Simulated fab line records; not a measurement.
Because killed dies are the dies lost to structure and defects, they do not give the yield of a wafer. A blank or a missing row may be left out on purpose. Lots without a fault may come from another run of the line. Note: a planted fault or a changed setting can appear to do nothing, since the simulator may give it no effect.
fab line records | flow sfq_line | part 1 of 2: steps 1 to 27 of 38
[record] lots = 5 | wafers = 15 | last_day = 90
route steps=325 shown L0@12 L0V@16 M0@28 I0@43
lots untouched by any fault: they come from a run of this same line in which no faults occurred
start_h: start of the lot's first displayed wafer, in hours after the record's first day | wait_h: hours elapsed since this lot's preceding step | " same as the row above | L1.1+2: several wafers, shown together as one row | - either no value or no given start | * or withheld: withheld | < > ~ a bound
route shown NAME@n: a module of which the file shows steps, and the number in the route of the first | usual: mean/standard deviation taken from wafers without a fault | same: alike in all rows | chamber/n: place in a boat | sites: each site's reading | _std_site: standard deviation across them | _edge_site: inner sites' mean taken away from outer sites' mean | radius_mm: for every site, how far away it sits from the centre of the wafer | mask NAME#n: copy n | behind: the most recent tool/chamber to have shaped the wafer | hold: the reason the lot was held/the length of the hold in hours/how it ended | device: whichever transistor did not switch (one of n, p or np) | end of line: at the end of the route, the tests of the same wafers | where a step has no rows: the recipe by itself | killed: count of dies lost to structure and defects at first sort (not the wafer's yield) | map: per-die view of a wafer (x killed, . not killed, _ where there is no die)
set.NAME: the setting that was run; set.NAME@STEP: the one run at that earlier step | model.NAME: the simulator's own value behind a step, which no gauge read
lots at selected steps of the route; one table per step, one row per wafer
services: a tool's chamber out of use, with start hour (start_h, from the record's first day; less than 0 if before it), hours out, and reason
[[steps]]
[step SFQ_TRILAYER_L0_BARC_OPEN_METAL_ETCH_010]
[recipe] mask_material = PR | chemistry = O2 | target_depth_nm = 125 | target = BARC | icp_w = 600 | bias_w = 80 | pressure_mtorr = 10 | time_s = 41.7
[usual] drypump_motor_current_A = 5.7/0.43 | oes_product_au = 0.686/0.0045
lot.wafer | tool         | chamber | start_h | wait_h | drypump_motor_current_A | oes_product_au | rf_hours_counter_h
L078.3    | rie_metal-04 | 0       | 81.79   | 0.1    | 5.1                     | 0.686          | -
L078.5    | "            | 1       | "       | "      | 5.8                     | 0.687          | -
L078.6    | "            | 0       | "       | "      | 5.1                     | 0.681          | -
L080.1    | rie_metal-04 | 1       | 84.17   | 0.1    | 5.8                     | 0.691          | 165
L080.3    | "            | 0       | "       | "      | 5.1                     | 0.683          | -
L080.6    | "            | 1       | "       | "      | 5.8                     | 0.685          | -
L092.1    | rie_metal-04 | 1       | 190.57  | 0.1    | 5.8                     | 0.680          | 178
L092.3    | "            | 1       | "       | "      | 5.8                     | 0.686          | -
L092.6    | "            | 1       | "       | "      | 5.8                     | 0.687          | -
L093.2    | rie_metal-04 | 0       | 195.79  | 0.1    | 5.1                     | 0.691          | 73
L093.3    | "            | 0       | "       | "      | 5.1                     | 0.685          | -
L093.6    | "            | 0       | "       | "      | 5.1                     | 0.684          | -
L094.2    | rie_metal-03 | 0       | 201.79  | 0.1    | 6.1                     | 0.684          | 43
L094.3    | "            | 0       | "       | "      | 6.1                     | 0.686          | -
L094.4    | "            | 1       | "       | "      | 6.0                     | 0.692          | -
[step SFQ_TRILAYER_L0_ETCH_METAL_ETCH_008]
[recipe] target = MoNx_KI | stop_on = SiO2 | mask_material = PR | chemistry = SF6/O2 | target_depth_nm = 50 | icp_w = 600 | bias_w = 80 | pressure_mtorr = 10 | time_s = 25
[usual] drypump_motor_current_A = 5.7/0.42 | oes_product_au = 0.887/0.0066
lot.wafer | tool         | chamber | start_h | wait_h | drypump_motor_current_A | oes_product_au | rf_hours_counter_h
L078.3    | rie_metal-04 | 0       | 81.85   | 0.0    | 5.1                     | 0.891          | -
L078.5    | "            | 1       | "       | "      | 5.9                     | 0.888          | -
L078.6    | "            | 0       | "       | "      | 5.1                     | 0.892          | -
L080.1    | rie_metal-04 | 1       | 84.23   | 0.0    | 5.8                     | 0.879          | 165
L080.3    | "            | 0       | "       | "      | 5.1                     | 0.873          | -
L080.6    | "            | 1       | "       | "      | 5.8                     | 0.877          | -
L092.1    | rie_metal-04 | 1       | 190.63  | 0.0    | 5.8                     | 0.872          | 178
L092.3    | "            | 1       | "       | "      | 5.7                     | 0.897          | -
L092.6    | "            | 1       | "       | "      | 5.8                     | 0.884          | -
L093.2    | rie_metal-04 | 0       | 195.85  | 0.0    | 5.1                     | 0.890          | 73
L093.3    | "            | 0       | "       | "      | 5.1                     | 0.879          | -
L093.6    | "            | 0       | "       | "      | 5.1                     | 0.887          | -
L094.2    | rie_metal-03 | 0       | 201.85  | 0.0    | 6.1                     | 0.887          | 43
L094.3    | "            | 0       | "       | "      | 6.1                     | 0.894          | -
L094.4    | "            | 1       | "       | "      | 6.0                     | 0.887          | -
[step SFQ_TRILAYER_L0_STRIP_STRIP_009]
[recipe] gas = O2 | power_w = 200 | platen_temp_c = 40 | overash_fraction = 0.65 | chemistry = O2 | pressure_mtorr = 50
[usual] drypump_motor_current_A = 5.7/0.43 | oes_product_au = 1.001/0.0075
lot.wafer | tool         | chamber | start_h | wait_h | drypump_motor_current_A | oes_product_au | rf_hours_counter_h
L078.3    | rie_metal-04 | 0       | 82.08   | 0.2    | 5.1                     | 1.004          | -
L078.5    | "            | 1       | "       | "      | 5.8                     | 1.000          | -
L078.6    | "            | 0       | "       | "      | 5.1                     | 0.993          | -
L080.1    | rie_metal-04 | 1       | 84.28   | 0.0    | 5.9                     | 1.006          | 165
L080.3    | "            | 0       | "       | "      | 5.1                     | 1.010          | -
L080.6    | "            | 1       | "       | "      | 5.9                     | 0.997          | -
L092.1    | rie_metal-04 | 1       | 190.67  | 0.0    | 5.9                     | 0.998          | 178
L092.3    | "            | 1       | "       | "      | 5.8                     | 0.996          | -
L092.6    | "            | 1       | "       | "      | 5.8                     | 0.997          | -
L093.2    | rie_metal-04 | 0       | 195.90  | 0.0    | 5.1                     | 1.010          | 73
L093.3    | "            | 0       | "       | "      | 5.1                     | 1.005          | -
L093.6    | "            | 0       | "       | "      | 5.1                     | 1.016          | -
L094.2    | rie_metal-03 | 0       | 201.90  | 0.0    | 6.1                     | 1.007          | 43
L094.3    | "            | 0       | "       | "      | 6.1                     | 1.017          | -
L094.4    | "            | 1       | "       | "      | 6.0                     | 1.001          | -
[step SFQ_TRILAYER_L0_STRIP_SOLV_CLEAN_010]
[recipe] chemistry = NMP | temp_c = 70 | time_s = 600
lot.wafer  | tool         | chamber | start_h | wait_h
L078.3+5+6 | wet_bench-02 | 2,5,7   | 82.48   | 0.2
L080.1+3+6 | wet_bench-02 | 7,2,1   | 84.88   | 0.4
L092.1+3+6 | wet_bench-01 | 0,7,4   | 191.27  | 0.4
L093.2+3+6 | wet_bench-01 | 4,3,6   | 196.50  | 0.4
L094.2+3+4 | wet_bench-03 | 1,2,6   | 202.50  | 0.4
[step SFQ_TRILAYER_L0_CAP_PECVD_011]
[recipe] material = SiO2 | temp_c = 150 | time_s = 13.333 | pressure_torr = 2.4 | rf_w = 183.3 | precursor = SiH4/N2O | target_thk_nm = 60
[usual] heater_power_w = 79/13 | throttle_valve_pct = 24.4/0.92
lot.wafer | tool     | chamber | start_h | wait_h | heater_power_w | since_wet_clean_h | throttle_valve_pct
L078.3    | pecvd-01 | 1       | 82.65   | 0.0    | 93             | 1366              | 26.3
L078.5    | "        | 2       | "       | "      | 73             | -                 | 24.7
L078.6    | "        | 1       | "       | "      | 89             | -                 | 26.4
L080.1    | pecvd-02 | 0       | 85.05   | 0.0    | 66             | 999               | 25.4
L080.3    | "        | 2       | "       | "      | 84             | 999               | 25.2
L080.6    | "        | 2       | "       | "      | 86             | -                 | 25.1
L092.1    | pecvd-04 | 2       | 191.45  | 0.0    | 96             | 353               | 23.4
L092.3    | "        | 1       | "       | "      | 79             | 353               | 24.0
L092.6    | "        | 1       | "       | "      | 80             | -                 | 24.3
L093.2    | pecvd-04 | 1       | 196.67  | 0.0    | 73             | 358               | 24.3
L093.3    | "        | 2       | "       | "      | 92             | 358               | 23.4
L093.6    | "        | 0       | "       | "      | 58             | -                 | 24.2
L094.2    | pecvd-04 | 2       | 202.67  | 0.0    | 99             | 364               | 23.7
L094.3    | "        | 0       | "       | "      | 65             | 364               | 24.4
L094.4    | "        | 1       | "       | "      | 80             | -                 | 24.1
[step SFQ_TRILAYER_L0_VIA_LITHO_COAT_018]
[recipe] resist = BARC | spin_rpm = 3000 | resist_thk_nm = 62
[usual] dispense_pressure_kPa = 52/5.5
lot.wafer | tool           | chamber | start_h | wait_h | dispense_pressure_kPa
L078.3    | litho_track-03 | 0       | 82.77   | 0.1    | 56
L078.5    | "              | 0       | "       | "      | 56
L078.6    | "              | 0       | "       | "      | 56
L080.1    | litho_track-01 | 0       | 85.07   | 0.0    | 42
L080.3    | "              | 0       | "       | "      | 42
L080.6    | "              | 0       | "       | "      | 42
L092.1    | litho_track-03 | 0       | 191.47  | 0.0    | 56
L092.3    | "              | 0       | "       | "      | 56
L092.6    | "              | 0       | "       | "      | 56
L093.2    | litho_track-04 | 0       | 196.75  | 0.1    | 55
L093.3    | "              | 0       | "       | "      | 55
L093.6    | "              | 0       | "       | "      | 55
L094.2    | litho_track-04 | 0       | 202.75  | 0.1    | 55
L094.3    | "              | 0       | "       | "      | 55
L094.4    | "              | 0       | "       | "      | 55
[step SFQ_TRILAYER_L0_VIA_LITHO_COAT_013]
[recipe] resist = KrF | spin_rpm = 3000 | resist_thk_nm = 650
[usual] dispense_pressure_kPa = 52/5.5
lot.wafer | tool           | chamber | start_h | wait_h | dispense_pressure_kPa
L078.3    | litho_track-03 | 0       | 83.07   | 0.2    | 56
L078.5    | "              | 0       | "       | "      | 56
L078.6    | "              | 0       | "       | "      | 56
L080.1    | litho_track-01 | 0       | 85.37   | 0.2    | 42
L080.3    | "              | 0       | "       | "      | 42
L080.6    | "              | 0       | "       | "      | 42
L092.1    | litho_track-03 | 0       | 191.77  | 0.2    | 56
L092.3    | "              | 0       | "       | "      | 56
L092.6    | "              | 0       | "       | "      | 56
L093.2    | litho_track-04 | 0       | 197.05  | 0.2    | 55
L093.3    | "              | 0       | "       | "      | 55
L093.6    | "              | 0       | "       | "      | 55
L094.2    | litho_track-04 | 0       | 203.05  | 0.2    | 55
L094.3    | "              | 0       | "       | "      | 55
L094.4    | "              | 0       | "       | "      | 55
[step SFQ_TRILAYER_L0_VIA_LITHO_SOFTBAKE_017]
[recipe] temp_c = withheld | time_s = withheld | resist = KrF
lot.wafer  | tool           | chamber | start_h | wait_h
L078.3+5+6 | litho_track-03 | 0       | 83.32   | 0.2
L080.1+3+6 | litho_track-01 | 0       | 85.67   | 0.2
L092.1+3+6 | litho_track-03 | 0       | 192.07  | 0.2
L093.2+3+6 | litho_track-04 | 0       | 197.32  | 0.2
L094.2+3+4 | litho_track-04 | 0       | 203.32  | 0.2
[step SFQ_TRILAYER_L0_VIA_LITHO_EXPOSE_014]
[recipe] mask_id = L0V | na = 0.6 | source_shape = conventional | sigma_outer = 0.65 | target_cd_nm = 700 | dose_mj = 21.3
lot.wafer  | tool           | chamber | start_h | wait_h | mask
L078.3+5+6 | krf_scanner-02 | 0       | 164.79  | -      | L0V#0
L080.1+3+6 | krf_scanner-02 | 0       | 169.19  | -      | L0V#0
L092.1+3+6 | krf_scanner-01 | 0       | 293.99  | -      | L0V#0
L093.2+3+6 | krf_scanner-01 | 0       | 297.79  | -      | L0V#0
L094.2+3+4 | krf_scanner-01 | 0       | 303.79  | -      | L0V#0
[step SFQ_TRILAYER_L0_VIA_LITHO_PEB_016]
[recipe] peb_temp_c = 115 | peb_time_s = 60 | resist = KrF
[usual] plate_temp_C = 115.01/0.14
lot.wafer | tool           | chamber | start_h | wait_h | plate_temp_C
L078.3    | litho_track-03 | 0       | 165.64  | 0.7    | 114.93
L078.5    | "              | 0       | "       | "      | 114.99
L078.6    | "              | 0       | "       | "      | 114.92
L080.1    | litho_track-04 | 0       | 170.39  | 1.0    | 115.18
L080.3    | "              | 0       | "       | "      | 115.19
L080.6    | "              | 0       | "       | "      | 115.23
L092.1    | litho_track-04 | 0       | 295.19  | 1.0    | 115.26
L092.3    | "              | 0       | "       | "      | 115.08
L092.6    | "              | 0       | "       | "      | 115.13
L093.2    | litho_track-04 | 0       | 298.81  | 0.8    | 115.19
L093.3    | "              | 0       | "       | "      | 115.14
L093.6    | "              | 0       | "       | "      | 114.99
L094.2    | litho_track-04 | 0       | 304.81  | 0.8    | 115.15
L094.3    | "              | 0       | "       | "      | 115.19
L094.4    | "              | 0       | "       | "      | 115.22
[step SFQ_TRILAYER_L0_VIA_LITHO_DEVELOP_015]
[recipe] time_s = 60 | resist = KrF
lot.wafer  | tool           | chamber | start_h | wait_h
L078.3+5+6 | litho_track-03 | 0       | 165.79  | 0.1
L080.1+3+6 | litho_track-04 | 0       | 170.54  | 0.1
L092.1+3+6 | litho_track-04 | 0       | 295.34  | 0.1
L093.2+3+6 | litho_track-04 | 0       | 298.96  | 0.1
L094.2+3+4 | litho_track-04 | 0       | 304.96  | 0.1
[step SFQ_L0V_OVL_MEAS_903]
[usual] L0V_OVL = -4/6.6
lot.wafer | tool       | chamber | start_h | wait_h | L0V_OVL[nm]
L078.3    | overlay-02 | -       | 165.90  | 0.1    | -13
L078.5    | "          | -       | "       | "      | -7
L078.6    | "          | -       | "       | "      | -11
L080.1    | overlay-01 | -       | 170.69  | 0.1    | -3
L080.3    | "          | -       | "       | "      | -5
L080.6    | "          | -       | "       | "      | -6
L092.1    | overlay-02 | -       | 295.49  | 0.1    | -5
L092.3    | "          | -       | "       | "      | -2
L092.6    | "          | -       | "       | "      | -2
L093.2    | overlay-02 | -       | 299.09  | 0.1    | -2
L093.3    | "          | -       | "       | "      | 2
L093.6    | "          | -       | "       | "      | -4
L094.2    | overlay-02 | -       | 305.09  | 0.1    | -2
L094.3    | "          | -       | "       | "      | 5
L094.4    | "          | -       | "       | "      | 0
[step SFQ_TRILAYER_L0_VIA_BARC_OPEN_VIA_ETCH_021]
[recipe] mask_material = PR | chemistry = O2 | target_depth_nm = 125 | target = BARC | source_w = 500 | bias_w = 80 | pressure_mtorr = 30 | time_s = 41.7
[usual] drypump_motor_current_A = 5.6/0.44 | oes_product_au = 0.685/0.005
lot.wafer | tool        | chamber | start_h | wait_h | drypump_motor_current_A | oes_product_au | rf_hours_counter_h
L078.3    | rie_diel-04 | 0       | 165.93  | 0.0    | 5.0                     | 0.687          | 119
L078.5    | "           | 1       | "       | "      | 6.0                     | 0.678          | -
L078.6    | "           | 0       | "       | "      | 5.0                     | 0.690          | -
L080.1    | rie_diel-02 | 1       | 170.73  | 0.0    | 6.1                     | 0.688          | 67
L080.3    | "           | 3       | "       | "      | 5.4                     | 0.681          | 50
L080.6    | "           | 0       | "       | "      | 5.1                     | 0.679          | -
L092.1    | rie_diel-01 | 1       | 295.52  | 0.0    | 5.8                     | 0.678          | 7
L092.3    | "           | 3       | "       | "      | 5.8                     | 0.677          | 6
L092.6    | "           | 3       | "       | "      | 5.9                     | 0.691          | -
L093.2    | rie_diel-04 | 0       | 299.12  | 0.0    | 5.0                     | 0.684          | 120
L093.3    | "           | 2       | "       | "      | 5.0                     | 0.689          | 40
L093.6    | "           | 0       | "       | "      | 5.0                     | 0.688          | -
L094.2    | rie_diel-01 | 1       | 305.12  | 0.0    | 5.8                     | 0.691          | 7
L094.3    | "           | 0       | "       | "      | 5.5                     | 0.688          | 6
L094.4    | "           | 2       | "       | "      | 6.3                     | 0.682          | 97
[step SFQ_TRILAYER_L0_VIA_ETCH_VIA_ETCH_016]
[recipe] target = SiO2 | stop_on = MoNx_KI | mask_material = PR | chemistry = CHF3 | target_depth_nm = 80 | source_w = 500 | bias_w = 78.19 | pressure_mtorr = 30 | time_s = withheld
[usual] drypump_motor_current_A = 5.6/0.44 | oes_product_au = 0.843/0.0074
lot.wafer | tool        | chamber | start_h | wait_h | drypump_motor_current_A | oes_product_au
L078.3    | rie_diel-04 | 0       | 165.97  | 0.0    | 5.0                     | 0.830
L078.5    | "           | 1       | "       | "      | 6.0                     | 0.841
L078.6    | "           | 0       | "       | "      | 5.0                     | 0.849
L080.1    | rie_diel-02 | 1       | 170.77  | 0.0    | 6.0                     | 0.837
L080.3    | "           | 3       | "       | "      | 5.4                     | 0.844
L080.6    | "           | 0       | "       | "      | 5.1                     | 0.850
L092.1    | rie_diel-01 | 1       | 295.56  | 0.0    | 5.8                     | 0.843
L092.3    | "           | 3       | "       | "      | 5.9                     | 0.852
L092.6    | "           | 3       | "       | "      | 5.9                     | 0.852
L093.2    | rie_diel-04 | 0       | 299.16  | 0.0    | 5.0                     | 0.827
L093.3    | "           | 2       | "       | "      | 5.0                     | 0.835
L093.6    | "           | 0       | "       | "      | 5.0                     | 0.847
L094.2    | rie_diel-01 | 1       | 305.16  | 0.0    | 5.8                     | 0.841
L094.3    | "           | 0       | "       | "      | 5.4                     | 0.839
L094.4    | "           | 2       | "       | "      | 6.2                     | 0.843
[step SFQ_TRILAYER_L0_VIA_STRIP_STRIP_017]
[recipe] gas = O2 | power_w = 200 | platen_temp_c = 40 | overash_fraction = 0.65 | chemistry = O2 | pressure_mtorr = 50
[usual] drypump_motor_current_A = 6.0/0.32 | oes_product_au = 1.003/0.0076
lot.wafer | tool         | chamber | start_h | wait_h | drypump_motor_current_A | oes_product_au | rf_hours_counter_h
L078.3    | rie_metal-01 | 1       | 166.21  | -      | 5.9                     | 1.010          | -
L078.5    | "            | 1       | "       | "      | 5.9                     | 1.000          | -
L078.6    | "            | 0       | "       | "      | 6.4                     | 1.005          | -
L080.1    | rie_metal-02 | 0       | 170.81  | -      | 6.3                     | 1.003          | 120
L080.3    | "            | 1       | "       | "      | 5.4                     | 1.011          | -
L080.6    | "            | 1       | "       | "      | 5.4                     | 1.010          | -
L092.1    | rie_metal-01 | 0       | 295.61  | -      | 6.4                     | 0.999          | 160
L092.3    | "            | 1       | "       | "      | 5.9                     | 1.009          | -
L092.6    | "            | 0       | "       | "      | 6.5                     | 0.991          | -
L093.2    | rie_metal-01 | 1       | 299.21  | -      | 5.9                     | 1.009          | 78
L093.3    | "            | 0       | "       | "      | 6.4                     | 0.996          | -
L093.6    | "            | 0       | "       | "      | 6.4                     | 0.996          | -
L094.2    | rie_metal-03 | 0       | 305.21  | -      | 6.1                     | 1.000          | 61
L094.3    | "            | 1       | "       | "      | 6.0                     | 1.000          | -
L094.4    | "            | 0       | "       | "      | 6.1                     | 1.010          | -
[step SFQ_TRILAYER_L0_VIA_STRIP_SOLV_CLEAN_018]
[recipe] chemistry = NMP | temp_c = 70 | time_s = 600
lot.wafer  | tool         | chamber | start_h | wait_h
L078.3+5+6 | wet_bench-04 | 6,1,3   | 166.61  | 0.2
L080.1+3+6 | wet_bench-02 | 2,6,3   | 171.41  | 0.4
L092.1+3+6 | wet_bench-04 | 4,5,1   | 296.21  | 0.4
L093.2+3+6 | wet_bench-04 | 2,6,5   | 299.81  | 0.4
L094.2+3+4 | wet_bench-03 | 4,1,5   | 306.01  | 0.5
[step SFQ_TRILAYER_M0_DEP_PRE_CLEAN_020]
[recipe] gas = Ar | time_s = 15 | bias_v = 250
lot.wafer  | tool           | chamber | start_h | wait_h
L078.3+5+6 | pvd_sputter-03 | -       | 166.79  | 0.0
L080.1+3+6 | pvd_sputter-06 | -       | 171.59  | 0.0
L092.1+3+6 | pvd_sputter-06 | -       | 296.39  | 0.0
L093.2+3+6 | pvd_sputter-03 | -       | 299.99  | 0.0
L094.2+3+4 | pvd_sputter-03 | -       | 306.19  | 0.0
[step SFQ_TRILAYER_M0_DEP_SPUTTER_019]
[recipe] material = Nb | base_pressure_pa = 1.33e-06 | chamber_pressure_pa = 0.1333 | substrate_temp_c = 20 | resputter_cathode_voltage_v = 400 | target_thk_nm = 200 | power_w = 2000 | time_s = 133.3
[usual] throttle_valve_pct = 29.9/1
lot.wafer | tool           | chamber | start_h | wait_h | throttle_valve_pct
L078.3    | pvd_sputter-03 | -       | 166.81  | 0.0    | 30.5
L078.5    | "              | -       | "       | "      | 30.6
L078.6    | "              | -       | "       | "      | 31.9
L080.1    | pvd_sputter-06 | -       | 171.61  | 0.0    | 30.3
L080.3    | "              | -       | "       | "      | 28.7
L080.6    | "              | -       | "       | "      | 28.8
L092.1    | pvd_sputter-06 | -       | 296.41  | 0.0    | 30.1
L092.3    | "              | -       | "       | "      | 30.3
L092.6    | "              | -       | "       | "      | 28.6
L093.2    | pvd_sputter-03 | -       | 300.01  | 0.0    | 31.8
L093.3    | "              | -       | "       | "      | 27.8
L093.6    | "              | -       | "       | "      | 30.8
L094.2    | pvd_sputter-03 | -       | 306.21  | 0.0    | 27.8
L094.3    | "              | -       | "       | "      | 31.8
L094.4    | "              | -       | "       | "      | 30.3
[step SFQ_M0_RS_MEAS_904]
[recipe] thk_meas_gauge = four-point-probe | reads = Nb_of_TRILAYER_M0_DEP_SPUTTER_019
[usual] M0_NB_RS = 0.888/0.0098
lot.wafer | tool          | chamber | start_h | wait_h | M0_NB_RS[ohm/sq]
L078.3    | film_metro-03 | -       | 166.94  | 0.1    | 0.887
L078.5    | "             | -       | "       | "      | 0.892
L078.6    | "             | -       | "       | "      | 0.895
L080.1    | film_metro-02 | -       | 171.70  | 0.0    | 0.877
L080.3    | "             | -       | "       | "      | 0.882
L080.6    | "             | -       | "       | "      | 0.887
L092.1    | film_metro-02 | -       | 296.50  | 0.0    | 0.892
L092.3    | "             | -       | "       | "      | 0.890
L092.6    | "             | -       | "       | "      | 0.891
L093.2    | film_metro-02 | -       | 300.12  | 0.1    | 0.904
L093.3    | "             | -       | "       | "      | 0.901
L093.6    | "             | -       | "       | "      | 0.896
L094.2    | film_metro-04 | -       | 306.32  | 0.1    | 0.901
L094.3    | "             | -       | "       | "      | 0.898
L094.4    | "             | -       | "       | "      | 0.900
[step SFQ_TRILAYER_M0_LITHO_COAT_026]
[recipe] resist = BARC | spin_rpm = 3000 | resist_thk_nm = 62
[usual] dispense_pressure_kPa = 50/5.9
lot.wafer | tool           | chamber | start_h | wait_h | dispense_pressure_kPa
L078.3    | litho_track-01 | 0       | 167.18  | 0.1    | 43
L078.5    | "              | 0       | "       | "      | 42
L078.6    | "              | 0       | "       | "      | 42
L080.1    | litho_track-02 | 0       | 171.88  | 0.1    | 52
L080.3    | "              | 0       | "       | "      | 52
L080.6    | "              | 0       | "       | "      | 52
L092.1    | litho_track-01 | 0       | 296.68  | 0.1    | 42
L092.3    | "              | 0       | "       | "      | 42
L092.6    | "              | 0       | "       | "      | 42
L093.2    | litho_track-02 | 0       | 300.33  | 0.1    | 52
L093.3    | "              | 0       | "       | "      | 52
L093.6    | "              | 0       | "       | "      | 52
L094.2    | litho_track-01 | 0       | 306.53  | 0.1    | 42
L094.3    | "              | 0       | "       | "      | 42
L094.4    | "              | 0       | "       | "      | 42
[step SFQ_TRILAYER_M0_LITHO_COAT_021]
[recipe] resist = KrF | spin_rpm = 3000 | resist_thk_nm = 600
[usual] dispense_pressure_kPa = 50/5.9
lot.wafer | tool           | chamber | start_h | wait_h | dispense_pressure_kPa
L078.3    | litho_track-01 | 0       | 167.48  | 0.2    | 42
L078.5    | "              | 0       | "       | "      | 42
L078.6    | "              | 0       | "       | "      | 42
L080.1    | litho_track-02 | 0       | 172.18  | 0.2    | 52
L080.3    | "              | 0       | "       | "      | 52
L080.6    | "              | 0       | "       | "      | 52
L092.1    | litho_track-01 | 0       | 296.98  | 0.2    | 42
L092.3    | "              | 0       | "       | "      | 42
L092.6    | "              | 0       | "       | "      | 43
L093.2    | litho_track-02 | 0       | 300.63  | 0.2    | 52
L093.3    | "              | 0       | "       | "      | 52
L093.6    | "              | 0       | "       | "      | 52
L094.2    | litho_track-01 | 0       | 306.83  | 0.2    | 42
L094.3    | "              | 0       | "       | "      | 42
L094.4    | "              | 0       | "       | "      | 42
[step SFQ_TRILAYER_M0_LITHO_SOFTBAKE_025]
[recipe] temp_c = withheld | time_s = withheld | resist = KrF
lot.wafer  | tool           | chamber | start_h | wait_h
L078.3+5+6 | litho_track-01 | 0       | 167.73  | 0.2
L080.1+3+6 | litho_track-02 | 0       | 172.48  | 0.2
L092.1+3+6 | litho_track-01 | 0       | 297.28  | 0.2
L093.2+3+6 | litho_track-02 | 0       | 300.91  | 0.2
L094.2+3+4 | litho_track-01 | 0       | 307.11  | 0.2
[step SFQ_TRILAYER_M0_LITHO_EXPOSE_022]
[recipe] mask_id = M0 | na = 0.6 | source_shape = conventional | sigma_outer = 0.65 | target_cd_nm = 500 | dose_mj = 14.4
lot.wafer  | tool           | chamber | start_h | wait_h | mask
L078.3+5+6 | krf_scanner-01 | 0       | 267.76  | -      | M0#0
L080.1+3+6 | krf_scanner-01 | 0       | 272.16  | -      | M0#0
L092.1+3+6 | krf_scanner-02 | 0       | 418.60  | -      | M0#0
L093.2+3+6 | krf_scanner-02 | 0       | 423.60  | -      | M0#0
L094.2+3+4 | krf_scanner-01 | 0       | 428.03  | -      | M0#0
[step SFQ_TRILAYER_M0_LITHO_PEB_024]
[recipe] peb_temp_c = 115 | peb_time_s = 60 | resist = KrF
[usual] plate_temp_C = 115.02/0.12
lot.wafer | tool           | chamber | start_h | wait_h | plate_temp_C
L078.3    | litho_track-01 | 0       | 268.61  | 0.7    | 114.85
L078.5    | "              | 0       | "       | "      | 115.03
L078.6    | "              | 0       | "       | "      | 114.83
L080.1    | litho_track-01 | 0       | 273.36  | 1.0    | 114.99
L080.3    | "              | 0       | "       | "      | 114.98
L080.6    | "              | 0       | "       | "      | 115.23
L092.1    | litho_track-01 | 0       | 419.80  | 1.0    | 115.04
L092.3    | "              | 0       | "       | "      | 114.95
L092.6    | "              | 0       | "       | "      | 114.99
L093.2    | litho_track-03 | 0       | 424.63  | 0.8    | 114.93
L093.3    | "              | 0       | "       | "      | 114.99
L093.6    | "              | 0       | "       | "      | 115.05
L094.2    | litho_track-02 | 0       | 429.06  | 0.8    | 115.16
L094.3    | "              | 0       | "       | "      | 114.97
L094.4    | "              | 0       | "       | "      | 115.00
[step SFQ_TRILAYER_M0_LITHO_DEVELOP_023]
[recipe] time_s = 60 | resist = KrF
lot.wafer  | tool           | chamber | start_h | wait_h
L078.3+5+6 | litho_track-01 | 0       | 268.76  | 0.1
L080.1+3+6 | litho_track-01 | 0       | 273.51  | 0.1
L092.1+3+6 | litho_track-01 | 0       | 419.95  | 0.1
L093.2+3+6 | litho_track-03 | 0       | 424.78  | 0.1
L094.2+3+4 | litho_track-02 | 0       | 429.21  | 0.1
[step SFQ_M0_OVL_MEAS_906]
[usual] M0_OVL = 1/5.4
lot.wafer | tool       | chamber | start_h | wait_h | M0_OVL[nm]
L078.3    | overlay-02 | -       | 268.88  | 0.1    | -6
L078.5    | "          | -       | "       | "      | -1
L078.6    | "          | -       | "       | "      | -5
L080.1    | overlay-02 | -       | 273.66  | 0.1    | 1
L080.3    | "          | -       | "       | "      | 1
L080.6    | "          | -       | "       | "      | 3
L092.1    | overlay-02 | -       | 420.10  | 0.1    | -7
L092.3    | "          | -       | "       | "      | 0
L092.6    | "          | -       | "       | "      | 4
L093.2    | overlay-01 | -       | 424.91  | 0.1    | 3
L093.3    | "          | -       | "       | "      | 1
L093.6    | "          | -       | "       | "      | 3
L094.2    | overlay-02 | -       | 429.34  | 0.1    | 3
L094.3    | "          | -       | "       | "      | 6
L094.4    | "          | -       | "       | "      | 6
[step SFQ_TRILAYER_M0_BARC_OPEN_METAL_ETCH_031]
[recipe] mask_material = PR | chemistry = O2 | target_depth_nm = 125 | target = BARC | icp_w = 600 | bias_w = 80 | pressure_mtorr = 10 | time_s = 41.7
[usual] drypump_motor_current_A = 5.9/0.41 | oes_product_au = 0.685/0.0046
lot.wafer | tool         | chamber | start_h | wait_h | drypump_motor_current_A | oes_product_au | rf_hours_counter_h
L078.3    | rie_metal-03 | 1       | 268.92  | 0.0    | 6.0                     | 0.691          | -
L078.5    | "            | 0       | "       | "      | 6.1                     | 0.685          | -
L078.6    | "            | 1       | "       | "      | 6.0                     | 0.682          | -
L080.1    | rie_metal-01 | 0       | 273.70  | 0.0    | 6.4                     | 0.687          | 158
L080.3    | "            | 0       | "       | "      | 6.5                     | 0.685          | -
L080.6    | "            | 1       | "       | "      | 5.9                     | 0.686          | -
L092.1    | rie_metal-04 | 1       | 420.14  | 0.0    | 5.9                     | 0.692          | 21
L092.3    | "            | 1       | "       | "      | 5.8                     | 0.687          | -
L092.6    | "            | 1       | "       | "      | 5.8                     | 0.690          | -
L093.2    | rie_metal-01 | 1       | 424.94  | 0.0    | 5.9                     | 0.694          | 97
L093.3    | "            | 1       | "       | "      | 5.9                     | 0.677          | -
L093.6    | "            | 0       | "       | "      | 6.5                     | 0.686          | -
L094.2    | rie_metal-01 | 1       | 429.37  | 0.0    | 5.9                     | 0.686          | 97
L094.3    | "            | 1       | "       | "      | 5.9                     | 0.681          | -
L094.4    | "            | 0       | "       | "      | 6.5                     | 0.689          | -
